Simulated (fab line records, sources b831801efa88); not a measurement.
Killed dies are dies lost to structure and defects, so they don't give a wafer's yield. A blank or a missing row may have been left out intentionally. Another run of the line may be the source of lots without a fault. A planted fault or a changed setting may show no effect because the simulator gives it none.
Comparing a struck lot with a sound one    flow sky130    23 out of 708 route steps
Sound: wafers L502.3, L502.4, L502.6. Wafers L511.1, L511.4, L511.6 were the ones struck. The cause comes at the end.
At each step with rows: each side's tool, then ch and its chambers, then its first start. Under that, the readings that differ: sound wafers    struck wafers    difference of the means    sigmas: that difference in standard deviations of wafers without a fault.
alike: a reading whose means differ by less than 2 such deviations, as well as words and numbers matching on both sides. not compared: withheld readings; readings where some wafer has no value; bounds like >300 that might hide an equal value; numbers whose values overlap and for which the record gives no deviation.
Wherever a step has rows on one side only, a row that says differs or no value, or a row with sigmas, the two part there. When numbers do not overlap yet have no deviation, they are printed without sigmas and do not part them. A reading that every wafer of one side lacks parts them only if that side has two wafers or more.

first, 8 steps without rows for these wafers: SKY_RES_XHIGH_DEHYDRATE_00 (time 60 s); SKY_RES_XHIGH_HMDS_01 (prime time 60 s); SKY_RES_XHIGH_COAT_02 (resist thk 1140 nm); SKY_RES_XHIGH_SOFTBAKE_03 (time 60 s); SKY_RES_XHIGH_EXPOSE_04 (exposes mask URPM, target cd 1270 nm); SKY_RES_XHIGH_PEB_05; SKY_RES_XHIGH_DEVELOP_06 (develop time 60 s); SKY_RES_XHIGH_IMPLANT_07.
SKY_RES_XHIGH_STRIP_08: strips in O2/N2.
  sound on plasma asher-01 ch 0,1, day 28 22:49; struck on plasma asher-02 ch 0,1, day 31 13:40
  alike: chamber pressure mTorr, drypump motor current A, o2 flow sccm, oes product au, strip time to endpoint s
  not compared: rf hours counter h
SKY_RES_XHIGH_TW_MEAS_09:
  sound on film metro-02, day 28 22:55; struck on film metro-04, day 31 13:46
  alike: RES_XHIGH_TW
then, 2 steps without rows for these wafers: SKY_SD_N_DEHYDRATE_00 (time 60 s); SKY_SD_N_HMDS_01 (prime time 60 s).
SKY_SD_N_COAT_02: resist thk 1140 nm.
  sound on litho track-04 ch 0, day 29 12:27; struck on litho track-03 ch 0, day 32 02:56
reading                                    sound           struck             difference  sigmas
model.NOVOLAK_of_SD_N_COAT_02.thk nm (nm)  1145 1146 1146  636.1 635.8 634.8  -510.1      
then, 3 steps without rows for these wafers: SKY_SD_N_SOFTBAKE_03 (time 60 s); SKY_SD_N_EXPOSE_04 (exposes mask NSDM, target cd 380 nm); SKY_SD_N_PEB_05.
SKY_SD_N_DEVELOP_06: develop time 60 s.
  sound on litho track-04 ch 0, day 30 02:06; struck on litho track-04 ch 0, day 32 15:57
reading                                    sound           struck             difference  sigmas
model.NOVOLAK_of_SD_N_COAT_02.thk nm (nm)  1144 1146 1145  635.7 635.4 634.4  -509.8      
SKY_SD_N_CD_MEAS_07: target cd 380 nm.
  sound on cd sem-01, day 30 02:14; struck on cd sem-01, day 32 16:06
reading     sound              struck             difference  sigmas
cd nm (nm)  383.4 381.2 381.2  443.9 442.9 443.5  +61.5       +21
SKY_SD_N_OVL_MEAS_08:
  sound on overlay-01, day 30 02:20; struck on overlay-02, day 32 16:13
  alike: SD_N_OVL
then, 2 steps without rows for these wafers: SKY_SD_N_IMPLANT_09; SKY_SD_N_IMPLANT_10.
SKY_SD_N_STRIP_11: strips in O2/N2.
  sound on plasma asher-02 ch 0,1, day 30 02:41; struck on plasma asher-03 ch 0,1, day 32 16:34
reading                       sound              struck             difference  sigmas
oes product au (a.u.)         0.537 0.517 0.523  0.456 0.457 0.453  -0.070      -16
strip time to endpoint s (s)  22.60 22.62 22.59  16.82 16.83 16.81  -5.78       -99 or more
  alike: chamber pressure mTorr, drypump motor current A, o2 flow sccm
  not compared: rf hours counter h
SKY_SD_N_TW_MEAS_12:
  sound on film metro-02, day 30 02:47; struck on film metro-04, day 32 16:40
  alike: SD_N_TW

== WHERE THEY PART ==
At SKY_SD_N_CD_MEAS_07 first; at SKY_SD_N_STRIP_11 last (within this record only). Later steps at which nothing parts them and some readings are alike: SKY_SD_N_TW_MEAS_12.

WHY: what the simulator had put in
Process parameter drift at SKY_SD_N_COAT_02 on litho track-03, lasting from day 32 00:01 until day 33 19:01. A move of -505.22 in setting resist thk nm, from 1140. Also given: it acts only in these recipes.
